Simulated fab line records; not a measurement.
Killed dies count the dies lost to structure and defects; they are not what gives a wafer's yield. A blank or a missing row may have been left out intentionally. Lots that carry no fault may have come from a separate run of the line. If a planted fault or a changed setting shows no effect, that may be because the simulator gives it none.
A lot that was struck, set against a sound lot -- flow sfq-line -- 42 out of 325 route steps
Sound: the wafers L272.1, L272.2, L272.3. The struck wafers were L285.1, L285.2, L285.5. At the end, the cause is stated.
Order at every step that has rows: each side's tool, ch and its chambers, its first start. Under that, the readings that differ: sound wafers -- struck wafers -- difference of the means -- sigmas: that difference in standard deviations of wafers without a fault.
alike: words and numbers the same on both sides, and readings whose means are apart by under 2 such deviations; not compared: readings that were withheld, readings missing a value for some wafer, numbers with overlapping values and no deviation given by the record, and bounds like >300 which may hide the same value.
Wherever a step has rows on one side only, a row that says differs or no value, or a row with sigmas, the two part there. When numbers do not overlap yet have no deviation, they are printed without sigmas and do not part them. A reading that every wafer of one side lacks parts them only if that side has two wafers or more.

first, 6 steps without rows for these wafers: SFQ_TRILAYER_L0_VIA_LITHO_COAT_018 (resist thk 62 nm); SFQ_TRILAYER_L0_VIA_LITHO_COAT_013 (resist thk 650 nm); SFQ_TRILAYER_L0_VIA_LITHO_SOFTBAKE_017; SFQ_TRILAYER_L0_VIA_LITHO_EXPOSE_014 (exposes mask L0V, target cd 700 nm); SFQ_TRILAYER_L0_VIA_LITHO_PEB_016 (peb time 60 s); SFQ_TRILAYER_L0_VIA_LITHO_DEVELOP_015 (time 60 s).
SFQ_L0V_OVL_MEAS_903:
  sound on overlay-02 at day 9 22:35; struck on overlay-02 at day 13 04:58
  alike: L0V_OVL
SFQ_TRILAYER_L0_VIA_BARC_OPEN_VIA_ETCH_021: etches BARC in O2, target depth 125 nm, time 41.7 s.
  sound on rie-diel-01 ch 0,1,2, day 9 22:37; struck on rie-diel-01 ch 0,2,3, day 13 05:00
  alike: drypump-motor-current-A, oes-product-au
  not compared: rf-hours-counter-h
SFQ_TRILAYER_L0_VIA_ETCH_VIA_ETCH_016: etches SiO2 in CHF3, stops on MoNx KI, target depth 80 nm.
  sound on rie-diel-01 ch 0,1,2, day 9 22:40; struck on rie-diel-01 ch 0,2,3, day 13 05:02
  alike: drypump-motor-current-A, oes-product-au
then, 3 steps without rows for these wafers: SFQ_TRILAYER_L0_VIA_STRIP_STRIP_017 (strips in O2); SFQ_TRILAYER_L0_VIA_STRIP_SOLV_CLEAN_018 (cleans in NMP, time 600 s); SFQ_TRILAYER_M0_DEP_PRE_CLEAN_020 (time 15 s).
SFQ_TRILAYER_M0_DEP_SPUTTER_019: material Nb, target thk 200 nm, time 133.3 s.
  sound on pvd-sputter-03 at day 9 23:31; struck on pvd-sputter-04 at day 13 05:53
reading,sound,struck,difference,sigmas
model.Nb_of_TRILAYER_M0_DEP_SPUTTER_019.thk-nm (nm),197.4 199.6 198.6,134.1 133.4 134.9,-64.4,
  alike: chamber-pressure-pa, throttle-valve-pct
SFQ_M0_RS_MEAS_904: the measuring method here is four-point-probe.
  sound on film-metro-04 at day 9 23:36; struck on film-metro-03 at day 13 05:59
reading,sound,struck,difference,sigmas
M0_NB_RS (ohm/sq),0.904 0.893 0.898,1.332 1.340 1.325,+0.434,+56
then, 6 steps without rows for these wafers: SFQ_TRILAYER_M0_LITHO_COAT_026 (resist thk 62 nm); SFQ_TRILAYER_M0_LITHO_COAT_021 (resist thk 600 nm); SFQ_TRILAYER_M0_LITHO_SOFTBAKE_025; SFQ_TRILAYER_M0_LITHO_EXPOSE_022 (exposes mask M0, target cd 500 nm); SFQ_TRILAYER_M0_LITHO_PEB_024 (peb time 60 s); SFQ_TRILAYER_M0_LITHO_DEVELOP_023 (time 60 s).
-- the record jumps here: 5 days lie between the struck wafers' starts before and after --
SFQ_M0_OVL_MEAS_906:
  sound on overlay-02 at day 14 21:53; struck on overlay-01 at day 18 15:37
  alike: M0_OVL
then, 1 step without rows for these wafers: SFQ_TRILAYER_M0_BARC_OPEN_METAL_ETCH_031 (etches BARC in O2, target depth 125 nm, time 41.7 s).
SFQ_TRILAYER_M0_ETCH_METAL_ETCH_024: etches Nb in Cl2/Ar, stops on SiO2, target depth 240 nm, time 120 s.
  sound on rie-metal-02 ch 0,1, day 14 21:59; struck on rie-metal-04 ch 0, day 18 15:47
reading,sound,struck,difference,sigmas
oes-product-au (a.u.),0.893 0.883 0.885,0.722 0.717 0.730,-0.164,-27
  alike: drypump-motor-current-A
  not compared: rf-hours-counter-h
SFQ_TRILAYER_M0_STRIP_STRIP_025: strips in O2.
  sound on rie-metal-02 ch 0,1, day 14 22:07; struck on rie-metal-04 ch 0, day 18 16:02
  alike: drypump-motor-current-A, oes-product-au
  not compared: rf-hours-counter-h
then, 2 steps without rows for these wafers: SFQ_TRILAYER_M0_STRIP_SOLV_CLEAN_026 (cleans in NMP, time 600 s); SFQ_TRILAYER_I0_DEP_PECVD_027 (deposits SiO2 from SiH4/N2O, time 111.11 s, target thk 500 nm).
SFQ_TRILAYER_I0_CMP_CMP_028: polishes SiO2.
  sound on cmp-01 ch 1,2,3, day 14 22:58; struck on cmp-02 ch 1,3, day 18 17:29
  alike: edge-zone-pressure-frac, motor-current-A, platen-rpm, time-to-endpoint-s
SFQ_I0_BOW_MEAS_907:
  sound on film-metro-01 at day 15 01:58; struck on film-metro-01 at day 18 20:29
  alike: I0_BOW
then, 7 steps without rows for these wafers: SFQ_TRILAYER_I0_METRO_MEASURE_029; SFQ_TRILAYER_I0_VIA_LITHO_COAT_036 (resist thk 62 nm); SFQ_TRILAYER_I0_VIA_LITHO_COAT_031 (resist thk 650 nm); SFQ_TRILAYER_I0_VIA_LITHO_SOFTBAKE_035; SFQ_TRILAYER_I0_VIA_LITHO_EXPOSE_032 (exposes mask I0, target cd 500 nm); SFQ_TRILAYER_I0_VIA_LITHO_PEB_034 (peb time 60 s); SFQ_TRILAYER_I0_VIA_LITHO_DEVELOP_033 (time 60 s).
-- the record jumps here: 6 days lie between the struck wafers' starts before and after --
SFQ_I0_OVL_MEAS_908:
  sound on overlay-01 at day 20 22:34; struck on overlay-02 at day 25 06:31
  alike: I0_OVL
then, 1 step without rows for these wafers: SFQ_TRILAYER_I0_VIA_BARC_OPEN_VIA_ETCH_046 (etches BARC in O2, target depth 125 nm, time 41.7 s).
SFQ_TRILAYER_I0_VIA_ETCH_VIA_ETCH_034: etches SiO2 in CHF3, stops on Nb, target depth 260 nm.
  sound on rie-diel-03 ch 1,2,3, day 20 22:39; struck on rie-diel-02 ch 1,2,3, day 25 06:36
  alike: drypump-motor-current-A, oes-product-au
then, 3 steps without rows for these wafers: SFQ_TRILAYER_I0_VIA_STRIP_STRIP_035 (strips in O2); SFQ_TRILAYER_I0_VIA_STRIP_SOLV_CLEAN_036 (cleans in NMP, time 600 s); SFQ_TRILAYER_M1_DEP_PRE_CLEAN_038 (time 22.5 s).
-- the record jumps here: 62 days lie between the struck wafers' starts before and after --
SFQ_M8_BOW_MEAS_951:
  sound on film-metro-02 at day 81 19:07; struck on film-metro-02 at day 87 12:20
reading,sound,struck,difference,sigmas
model.etest.m0.ohm-um,1.802 1.779 1.785,2.649 2.669 2.645,+0.866,
model.etest.i0.link-ohm,1.987 1.946 1.949,2.374 2.395 2.402,+0.430,
model.etest.m0.ohm-sq,0.9011 0.8913 0.8958,1.326 1.333 1.319,+0.430,
  alike: M8_BOW

## WHERE THEY PART
Last at SFQ_TRILAYER_M0_ETCH_METAL_ETCH_024 as far as this record goes, first at SFQ_M0_RS_MEAS_904. Later steps at which nothing parts them and some readings are alike: SFQ_TRILAYER_M0_STRIP_STRIP_025, SFQ_TRILAYER_I0_CMP_CMP_028, SFQ_I0_BOW_MEAS_907, SFQ_I0_OVL_MEAS_908, SFQ_TRILAYER_I0_VIA_ETCH_VIA_ETCH_034, SFQ_M8_BOW_MEAS_951.

WHY: what had been put in by the simulator
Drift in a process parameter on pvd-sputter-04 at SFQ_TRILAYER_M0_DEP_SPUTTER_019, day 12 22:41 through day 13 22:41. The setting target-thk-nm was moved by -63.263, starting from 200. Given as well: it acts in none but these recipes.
